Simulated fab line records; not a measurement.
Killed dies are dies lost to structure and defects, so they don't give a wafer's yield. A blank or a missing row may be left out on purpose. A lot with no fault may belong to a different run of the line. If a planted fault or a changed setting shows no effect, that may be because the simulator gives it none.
fab line records + flow sky130
record:
- lots: 13
- wafers: 39
- last_day: 49
route steps=708 shown VIA4@655 METAL5@662 PASSIVATION@682 PAD_OPEN@702
lots that met no fault: from a run of the same line without faults
start_h: hours from the record's opening day to when the first of the lot's shown wafers began + wait_h: hours since the lot's step before + " the same as in the row above + L1.1+2: one row covering several wafers at once + - no value present, or no start provided + * or withheld: withheld + < > ~ a bound
route shown NAME@n: a module of which the file shows steps, and the number in the route of the first + usual: mean/standard deviation of fault-free wafers + same: alike in all rows + chamber/n: place in a boat + sites: per-site readings + _std_site: how widely they spread, as a standard deviation + _edge_site: outer sites' mean less inner sites' + radius_mm: for every site, how far away it sits from the centre of the wafer + mask NAME#n: copy n + behind: the last tool/chamber to shape the wafer + hold: the reason the lot was held/the length of the hold in hours/how it ended + device: whichever transistor did not switch (one of n, p or np) + end of line: at the end of the route, the tests of the same wafers + a step without rows: its recipe alone + killed: dies lost to structure and defects at the first sort, not the wafer's yield + map: a wafer's dies, marking killed ones x, the rest . and places with no die _
set.NAME: the run value of the setting; set.NAME@STEP: its run value at that earlier step + model.NAME: the simulator's own value behind a step, which no gauge read
one table for each step of the route and one row for each wafer, over a sample of lots
services: when a tool's chamber went out of use (start_h, in hours from the record's first day, below 0 if earlier), for how many hours, and the reason
== steps ==
step: SKY_VIA4_CLEAN_16
recipe:
- chemistry: O3/DIW
- dry: n2_spin
| lot.wafer  | tool         | chamber | start_h | wait_h |
|------------|--------------|---------|---------|--------|
| L546.1+4+5 | wet_bench-04 | 3       | 992.41  | 0.0    |
| L547.2+3+4 | wet_bench-04 | 2       | 1009.83 | 0.0    |
| L548.1+2+6 | wet_bench-04 | 1       | 1024.66 | 0.0    |
| L549.4+5+6 | wet_bench-04 | 2       | 1028.24 | 0.0    |
| L550.1+2+5 | wet_bench-02 | 1       | 1030.05 | 0.0    |
| L551.1+3+6 | wet_bench-04 | 0       | 1039.42 | 0.0    |
| L552.1+4+6 | wet_bench-02 | 0       | 1049.42 | 0.0    |
| L553.2+5+6 | wet_bench-04 | 2       | 1054.29 | 0.0    |
| L554.1+3+5 | wet_bench-02 | 3       | 1059.97 | 0.0    |
| L555.2+3+5 | wet_bench-04 | 3       | 1061.79 | 0.0    |
| L559.2+3+6 | wet_bench-04 | 3       | 1087.48 | 0.0    |
| L562.4+5+6 | wet_bench-04 | 3       | 1110.36 | 0.0    |
| L563.1+5+6 | wet_bench-04 | 3       | 1114.88 | 0.0    |
step: SKY_METAL5_SPUTTER_01
recipe:
- material: TiN
- target_thk_nm: 20
- power_w: 6500
- time_s: 16.7
- chamber_pressure_pa: 0.4
usual:
- throttle_valve_pct: 29.6/1
| lot.wafer | tool           | chamber | start_h | wait_h | throttle_valve_pct |
|-----------|----------------|---------|---------|--------|--------------------|
| L546.1    | pvd_sputter-01 | -       | 993.23  | 0.0    | 27.7               |
| L546.4    | "              | -       | "       | "      | 30.5               |
| L546.5    | "              | -       | "       | "      | 30.3               |
| L547.2    | pvd_sputter-01 | -       | 1010.83 | 0.0    | 29.9               |
| L547.3    | "              | -       | "       | "      | 27.8               |
| L547.4    | "              | -       | "       | "      | 29.8               |
| L548.1    | pvd_sputter-03 | -       | 1025.47 | 0.0    | 30.6               |
| L548.2    | "              | -       | "       | "      | 28.7               |
| L548.6    | "              | -       | "       | "      | 31.4               |
| L549.4    | pvd_sputter-01 | -       | 1029.04 | 0.0    | 29.0               |
| L549.5    | "              | -       | "       | "      | 28.9               |
| L549.6    | "              | -       | "       | "      | 27.9               |
| L550.1    | pvd_sputter-01 | -       | 1031.58 | 0.0    | 30.5               |
| L550.2    | "              | -       | "       | "      | 27.8               |
| L550.5    | "              | -       | "       | "      | 29.1               |
| L551.1    | pvd_sputter-03 | -       | 1040.24 | 0.0    | 29.8               |
| L551.3    | "              | -       | "       | "      | 30.5               |
| L551.6    | "              | -       | "       | "      | 30.1               |
| L552.1    | pvd_sputter-01 | -       | 1050.25 | 0.0    | 29.5               |
| L552.4    | "              | -       | "       | "      | 30.3               |
| L552.6    | "              | -       | "       | "      | 27.6               |
| L553.2    | pvd_sputter-01 | -       | 1055.10 | 0.0    | 30.5               |
| L553.5    | "              | -       | "       | "      | 27.8               |
| L553.6    | "              | -       | "       | "      | 29.1               |
| L554.1    | pvd_sputter-01 | -       | 1060.77 | 0.0    | 29.9               |
| L554.3    | "              | -       | "       | "      | 27.9               |
| L554.5    | "              | -       | "       | "      | 29.1               |
| L555.2    | pvd_sputter-03 | -       | 1062.60 | 0.0    | 28.6               |
| L555.3    | "              | -       | "       | "      | 31.4               |
| L555.5    | "              | -       | "       | "      | 28.6               |
| L559.2    | pvd_sputter-02 | -       | 1088.48 | 0.0    | 28.8               |
| L559.3    | "              | -       | "       | "      | 30.1               |
| L559.6    | "              | -       | "       | "      | 30.2               |
| L562.4    | pvd_sputter-02 | -       | 1111.19 | 0.0    | 29.1               |
| L562.5    | "              | -       | "       | "      | 28.8               |
| L562.6    | "              | -       | "       | "      | 30.5               |
| L563.1    | pvd_sputter-03 | -       | 1115.70 | 0.0    | 28.8               |
| L563.5    | "              | -       | "       | "      | 30.3               |
| L563.6    | "              | -       | "       | "      | 30.3               |
step: SKY_PASSIVATION_THK_MEAS_01
recipe:
- reads: SiO2_of_PASSIVATION_CVD_00
usual:
- PASSIVATION_CVD_00_THK: 90.5/1.2
| lot.wafer | tool          | chamber | start_h | wait_h | PASSIVATION_CVD_00_THK[nm] |
|-----------|---------------|---------|---------|--------|----------------------------|
| L546.1    | film_metro-02 | -       | 1017.01 | -      | 89.8                       |
| L546.4    | "             | -       | "       | "      | 91.2                       |
| L546.5    | "             | -       | "       | "      | 92.1                       |
| L547.2    | film_metro-01 | -       | 1034.60 | -      | 89.8                       |
| L547.3    | "             | -       | "       | "      | 89.2                       |
| L547.4    | "             | -       | "       | "      | 91.6                       |
| L548.1    | film_metro-04 | -       | 1049.01 | -      | 91.2                       |
| L548.2    | "             | -       | "       | "      | 92.1                       |
| L548.6    | "             | -       | "       | "      | 92.3                       |
| L549.4    | film_metro-01 | -       | 1052.19 | -      | 91.2                       |
| L549.5    | "             | -       | "       | "      | 91.7                       |
| L549.6    | "             | -       | "       | "      | 92.1                       |
| L550.1    | film_metro-01 | -       | 1054.73 | -      | 89.8                       |
| L550.2    | "             | -       | "       | "      | 90.5                       |
| L550.5    | "             | -       | "       | "      | 90.8                       |
| L551.1    | film_metro-04 | -       | 1062.52 | -      | 91.0                       |
| L551.3    | "             | -       | "       | "      | 91.8                       |
| L551.6    | "             | -       | "       | "      | 91.7                       |
| L552.1    | film_metro-01 | -       | 1072.28 | -      | 92.0                       |
| L552.4    | "             | -       | "       | "      | 93.3                       |
| L552.6    | "             | -       | "       | "      | 93.4                       |
| L553.2    | film_metro-04 | -       | 1077.67 | -      | 90.4                       |
| L553.5    | "             | -       | "       | "      | 91.3                       |
| L553.6    | "             | -       | "       | "      | 91.1                       |
| L554.1    | film_metro-02 | -       | 1081.63 | -      | 89.4                       |
| L554.3    | "             | -       | "       | "      | 88.3                       |
| L554.5    | "             | -       | "       | "      | 90.2                       |
| L555.2    | film_metro-02 | -       | 1083.64 | -      | 89.0                       |
| L555.3    | "             | -       | "       | "      | 89.3                       |
| L555.5    | "             | -       | "       | "      | 89.3                       |
| L559.2    | film_metro-01 | -       | 1109.70 | -      | 88.3                       |
| L559.3    | "             | -       | "       | "      | 87.9                       |
| L559.6    | "             | -       | "       | "      | 89.3                       |
| L562.4    | film_metro-04 | -       | 1131.49 | -      | 90.1                       |
| L562.5    | "             | -       | "       | "      | 91.4                       |
| L562.6    | "             | -       | "       | "      | 90.5                       |
| L563.1    | film_metro-02 | -       | 1136.16 | -      | 90.4                       |
| L563.5    | "             | -       | "       | "      | 91.7                       |
| L563.6    | "             | -       | "       | "      | 91.8                       |
step: SKY_PAD_OPEN_STRIP_08
recipe:
- chemistry: O2/N2
- power_w: 1400
- pressure_mtorr: 1500
- platen_temp_c: withheld
- overash_fraction: 0.7
- o2_flow_sccm: 3000
- n2_flow_sccm: 300
usual:
- drypump_motor_current_A: 5.7/0.49
- oes_product_au: 0.663/0.0046
| lot.wafer | tool            | chamber | start_h | wait_h | drypump_motor_current_A | oes_product_au | rf_hours_counter_h |
|-----------|-----------------|---------|---------|--------|-------------------------|----------------|--------------------|
| L546.1    | plasma_asher-02 | 0       | 1061.56 | 0.1    | 5.3                     | 0.668          | 34                 |
| L546.4    | "               | 0       | "       | "      | 5.4                     | 0.660          | -                  |
| L546.5    | "               | 1       | "       | "      | 5.7                     | 0.657          | -                  |
| L547.2    | plasma_asher-04 | 0       | 1077.73 | 0.1    | 5.6                     | 0.660          | 90                 |
| L547.3    | "               | 1       | "       | "      | 5.2                     | 0.664          | -                  |
| L547.4    | "               | 0       | "       | "      | 5.5                     | 0.668          | -                  |
| L548.1    | plasma_asher-04 | 1       | 1090.64 | 0.1    | 5.2                     | 0.662          | 91                 |
| L548.2    | "               | 0       | "       | "      | 5.6                     | 0.665          | 91                 |
| L548.6    | "               | 1       | "       | "      | 5.2                     | 0.649          | -                  |
| L549.4    | plasma_asher-02 | 1       | 1094.06 | 0.1    | 5.7                     | 0.658          | -                  |
| L549.5    | "               | 0       | "       | "      | 5.3                     | 0.661          | -                  |
| L549.6    | "               | 1       | "       | "      | 5.7                     | 0.666          | -                  |
| L550.1    | plasma_asher-01 | 0       | 1096.79 | 0.1    | 6.5                     | 0.662          | 3                  |
| L550.2    | "               | 1       | "       | "      | 6.6                     | 0.659          | 3                  |
| L550.5    | "               | 1       | "       | "      | 6.6                     | 0.663          | -                  |
| L551.1    | plasma_asher-02 | 0       | 1102.69 | 0.1    | 5.4                     | 0.666          | 38                 |
| L551.3    | "               | 1       | "       | "      | 5.7                     | 0.664          | -                  |
| L551.6    | "               | 1       | "       | "      | 5.7                     | 0.664          | -                  |
| L552.1    | plasma_asher-04 | 1       | 1112.63 | 0.1    | 5.2                     | 0.662          | 93                 |
| L552.4    | "               | 0       | "       | "      | 5.5                     | 0.656          | -                  |
| L552.6    | "               | 1       | "       | "      | 5.2                     | 0.663          | -                  |
| L553.2    | plasma_asher-01 | 0       | 1118.19 | 0.1    | 6.5                     | 0.668          | 5                  |
| L553.5    | "               | 1       | "       | "      | 6.6                     | 0.670          | -                  |
| L553.6    | "               | 0       | "       | "      | 6.5                     | 0.664          | -                  |
| L554.1    | plasma_asher-01 | 0       | 1121.53 | 0.1    | 6.5                     | 0.668          | 5                  |
| L554.3    | "               | 1       | "       | "      | 6.6                     | 0.655          | -                  |
| L554.5    | "               | 1       | "       | "      | 6.6                     | 0.659          | -                  |
| L555.2    | plasma_asher-04 | 1       | 1124.13 | 0.1    | 5.2                     | 0.663          | 94                 |
| L555.3    | "               | 0       | "       | "      | 5.5                     | 0.655          | -                  |
| L555.5    | "               | 1       | "       | "      | 5.2                     | 0.660          | -                  |
| L559.2    | plasma_asher-01 | 0       | 1148.62 | 0.1    | 6.5                     | 0.667          | 8                  |
| L559.3    | "               | 0       | "       | "      | 6.5                     | 0.657          | -                  |
| L559.6    | "               | 0       | "       | "      | 6.5                     | 0.661          | -                  |
| L562.4    | plasma_asher-04 | 0       | 1167.81 | 0.1    | 5.5                     | 0.657          | -                  |
| L562.5    | "               | 1       | "       | "      | 5.2                     | 0.663          | -                  |
| L562.6    | "               | 0       | "       | "      | 5.5                     | 0.670          | -                  |
| L563.1    | plasma_asher-02 | 0       | 1172.23 | 0.1    | 5.3                     | 0.661          | 44                 |
| L563.5    | "               | 0       | "       | "      | 5.3                     | 0.666          | -                  |
| L563.6    | "               | 1       | "       | "      | 5.7                     | 0.672          | -                  |
step: SKY_PAD_OPEN_PROBE_99
usual:
- defect_limited_yield: 82.4/1.8
- killed_at_M0_to_M3: 45/6.8
- killed_at_M4_up: 3.2/1.6
- killed_at_contacts: 24/5.1
- killed_at_front_end: 14/4.4
- killed_at_other: 0.4/0.65
- killed_dies: 87/8.8
- killed_open: 47/7.2
- killed_short: 39/6.1
- sort_bin_3_pad_short: 0.9/0.38
- sort_bin_5_function: 10.4/1.5
- sort_bin_6_memory: 6.4/1.1
- sort_n_pass: 405/8.8
- sort_yield_pct: 82.4/1.8
same:
- gross_dies: 492
- killed_at_back_side: 0
- sort_bin_4_leakage[%]: 0
- sort_bin_8_speed[%]: 0
| lot.wafer | tool      | chamber | start_h | wait_h | defect_limited_yield[%] | killed_at_M0_to_M3 | killed_at_M4_up | killed_at_contacts | killed_at_front_end | killed_at_other | killed_dies | killed_open | killed_short | sort_bin_3_pad_short[%] | sort_bin_5_function[%] | sort_bin_6_memory[%] | sort_n_pass | sort_yield_pct[%] |
|-----------|-----------|---------|---------|--------|-------------------------|--------------------|-----------------|--------------------|---------------------|-----------------|-------------|-------------|--------------|-------------------------|------------------------|----------------------|-------------|-------------------|
| L559.2    | prober-01 | -       | 1150.88 | 0.1    | 79.1                    | 50                 | 19              | 12                 | 21                  | 1               | 103         | 46          | 42           | 0.8                     | 12.6                   | 7.5                  | 389         | 79.1              |
| L559.3    | prober-01 | -       | 1150.93 | 0.2    | 82.5                    | 38                 | 15              | 25                 | 7                   | 1               | 86          | 38          | 34           | 1.4                     | 10.4                   | 5.7                  | 406         | 82.5              |
| L559.6    | prober-01 | -       | 1151.08 | 0.2    | 81.1                    | 31                 | 21              | 24                 | 17                  | 0               | 93          | 37          | 38           | 0.8                     | 11.8                   | 6.3                  | 399         | 81.1              |
| L562.4    | prober-02 | -       | 1170.14 | 0.2    | 81.1                    | 37                 | 18              | 25                 | 12                  | 1               | 93          | 48          | 28           | 0.8                     | 13.2                   | 4.9                  | 399         | 81.1              |
| L562.5    | prober-02 | -       | 1170.19 | 0.2    | 77.8                    | 49                 | 27              | 24                 | 8                   | 1               | 109         | 49          | 38           | 2.2                     | 12.2                   | 7.7                  | 383         | 77.8              |
| L562.6    | prober-02 | -       | 1170.24 | 0.2    | 81.5                    | 33                 | 19              | 20                 | 17                  | 2               | 91          | 39          | 36           | 1.0                     | 11.0                   | 6.5                  | 401         | 81.5              |
| L563.1    | prober-01 | -       | 1174.47 | 0.1    | 79.9                    | 38                 | 19              | 28                 | 14                  | 0               | 99          | 43          | 42           | 2.2                     | 11.6                   | 6.3                  | 393         | 79.9              |
| L563.5    | prober-01 | -       | 1174.67 | 0.2    | 81.3                    | 43                 | 20              | 20                 | 9                   | 0               | 92          | 39          | 37           | 1.0                     | 11.8                   | 5.9                  | 400         | 81.3              |
| L563.6    | prober-01 | -       | 1174.72 | 0.2    | 78.7                    | 40                 | 18              | 26                 | 20                  | 1               | 105         | 52          | 37           | 1.8                     | 12.8                   | 6.7                  | 387         | 78.7              |
killed by level:class
L559.2 VIA4:unspecified=15 VIA1:geometric_particle:open=13 VIA3:geometric_particle:open=11 POLY_GATE:geometric_particle:open=6 METAL1:geometric_particle:short=6 POLY_GATE:geometric_particle:short=5 LI_CONTACT:geometric_particle:short=5 VIA2:geometric_particle:open=5
L559.3 VIA4:unspecified=13 VIA3:geometric_particle:open=12 CONTACT:geometric_particle:open=7 METAL2:geometric_particle:short=7 LI_CONTACT:geometric_particle:open=5 CONTACT:geometric_particle:short=5 VIA2:geometric_particle:open=4 LI_CONTACT:geometric_particle:short=4
L559.6 VIA4:unspecified=18 CONTACT:geometric_particle:open=9 FIELD_ISO:geometric_particle:open=6 CONTACT:geometric_particle:short=6 VIA1:geometric_particle:open=6 VIA1:geometric_particle:short=6 FIELD_ISO:geometric_particle:short=5 LI_CONTACT:geometric_particle:open=5
L562.4 VIA4:unspecified=16 CONTACT:geometric_particle:open=9 VIA3:geometric_particle:open=9 VIA1:geometric_particle:open=9 VIA2:geometric_particle:open=7 LI_CONTACT:geometric_particle:short=5 CONTACT:geometric_particle:short=4 FIELD_ISO:geometric_particle:short=3
L562.5 VIA4:unspecified=21 VIA3:geometric_particle:open=10 LOCAL_INTERCONNECT:geometric_particle:short=9 VIA1:geometric_particle:open=9 CONTACT:geometric_particle:open=8 METAL1:geometric_particle:short=7 VIA2:geometric_particle:open=6 METAL1:geometric_particle:open=5
L562.6 VIA4:unspecified=15 VIA1:geometric_particle:open=10 VIA1:geometric_particle:short=6 LI_CONTACT:geometric_particle:open=6 CONTACT:geometric_particle:open=6 FIELD_ISO:geometric_particle:short=5 LOCAL_INTERCONNECT:geometric_particle:short=5 VIA2:geometric_particle:open=5
L563.1 VIA4:unspecified=14 CONTACT:geometric_particle:open=9 CONTACT:geometric_particle:short=7 LI_CONTACT:geometric_particle:open=7 VIA2:geometric_particle:open=7 METAL1:geometric_particle:short=5 VIA1:geometric_particle:open=5 METAL2:geometric_particle:short=5
L563.5 VIA4:unspecified=15 LI_CONTACT:geometric_particle:open=8 VIA1:geometric_particle:open=8 VIA2:geometric_particle:open=6 METAL1:geometric_particle:short=6 VIA1:geometric_particle:short=6 CONTACT:geometric_particle:open=5 METAL2:geometric_particle:short=5
L563.6 VIA4:unspecified=15 VIA1:geometric_particle:open=11 LI_CONTACT:geometric_particle:open=10 VIA1:geometric_particle:short=6 FIELD_ISO:geometric_particle:open=5 FIELD_ISO:geometric_particle:short=5 CONTACT:geometric_particle:open=5 CONTACT:geometric_particle:short=5
== services ==
| tool            | chamber | start_h | hours | kind       |
|-----------------|---------|---------|-------|------------|
| plasma_asher-01 | -       | 979.70  | 15.6  | pm         |
| plasma_asher-01 | -       | 1047.71 | 13.1  | repair     |
| pvd_sputter-01  | -       | 1051.63 | 1.2   | repair     |
| plasma_asher-01 | -       | 1060.80 | 9.0   | pm         |
| plasma_asher-01 | 0       | 1060.80 | 9.0   | vent_cycle |
| plasma_asher-01 | 1       | 1060.80 | 9.0   | vent_cycle |
| pvd_sputter-02  | -       | 1065.20 | 1.7   | repair     |
| plasma_asher-02 | -       | 1065.97 | 2.8   | repair     |
| plasma_asher-01 | 0       | 1069.80 | -     | clean      |
| plasma_asher-01 | 1       | 1069.80 | -     | clean      |
| pvd_sputter-01  | -       | 1101.81 | 2.2   | repair     |
| plasma_asher-04 | -       | 1104.64 | 3.3   | repair     |
| plasma_asher-02 | -       | 1110.92 | 3.7   | repair     |
| pvd_sputter-03  | -       | 1119.91 | 2.9   | repair     |
| pvd_sputter-03  | -       | 1137.58 | 1.2   | repair     |
== key ==
first_sign:
- step: SKY_PAD_OPEN_PROBE_99
- reading: killed_at_M4_up
- direction: up
- sigmas: 10
- usual: 3.2
- struck: 19.6
effect:
- step: SKY_PAD_OPEN_PROBE_99
- reading: sort_bin_3_pad_short
- direction: up
- sigmas: 1.3
- usual: 0.9
- struck: 1.4
- wafers_moved: 3
met_at SKY_VIA4_CLEAN_16
struck_lots L559,L562,L563
not_acting_at SKY_METAL5_SPUTTER_01,SKY_PASSIVATION_THK_MEAS_01,SKY_PAD_OPEN_STRIP_08
onset_between 1061.79 1087.48
also_fits time
fault:
- kind: chamber_particle_source
- tool: wet_bench-04
- chamber: -
- onset_h: 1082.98
- steps: SKY_VIA4_CLEAN_16
- rate_per_visit_cm2: 0.61097
- end_h: 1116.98
